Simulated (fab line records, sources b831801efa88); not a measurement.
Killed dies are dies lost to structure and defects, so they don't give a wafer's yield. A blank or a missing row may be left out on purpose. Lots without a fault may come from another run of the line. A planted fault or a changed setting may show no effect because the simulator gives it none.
Which tool did it? | flow gf180mcu | 7 lots, 21 wafers sampled, at 1 step of a route of 602

WHAT THE GAUGES READ, wafer by wafer
GF_V5_OVL_MEAS_15.
lot  | measured     | on         | V5_OVL (nm)
L465 | day 27 21:38 | overlay-02 | -6 6 -13
L468 | day 28 13:05 | overlay-02 | -8 -5 -5
L476 | day 30 17:41 | overlay-01 | 11 5 5
L478 | day 31 14:37 | overlay-01 | 0 4 -2
L480 | day 32 00:23 | overlay-01 | 7 8 5
L483 | day 32 20:43 | overlay-01 | -1 2 -3
L485 | day 33 01:35 | overlay-01 | -3 5 1

WHICH TOOL RAN EACH LOT (tool, then ch and the chambers of the sampled wafers, then the start)
The record holds no process step before these readings.

THE ANSWER, worked out from the rows above alone
Rule: what is usual is taken from the lots themselves. Put in order of their means at a reading, lots are off if they are a third of the lots or fewer, leave a main group of 4 or more, and stand apart from it by a gap of 3 or more times the standard deviation of the main group's means; of several such gaps the widest counts. A main group whose means are all the same, to the digits that the tables above print for the reading, isn't used. A lot without any number at a reading at which 4 lots or more have one is off too. The other lots that the step has rows for count as sound.
No lot is off at any reading shown: from this, nothing can be told.

WHAT THE SIMULATOR HAD PUT IN
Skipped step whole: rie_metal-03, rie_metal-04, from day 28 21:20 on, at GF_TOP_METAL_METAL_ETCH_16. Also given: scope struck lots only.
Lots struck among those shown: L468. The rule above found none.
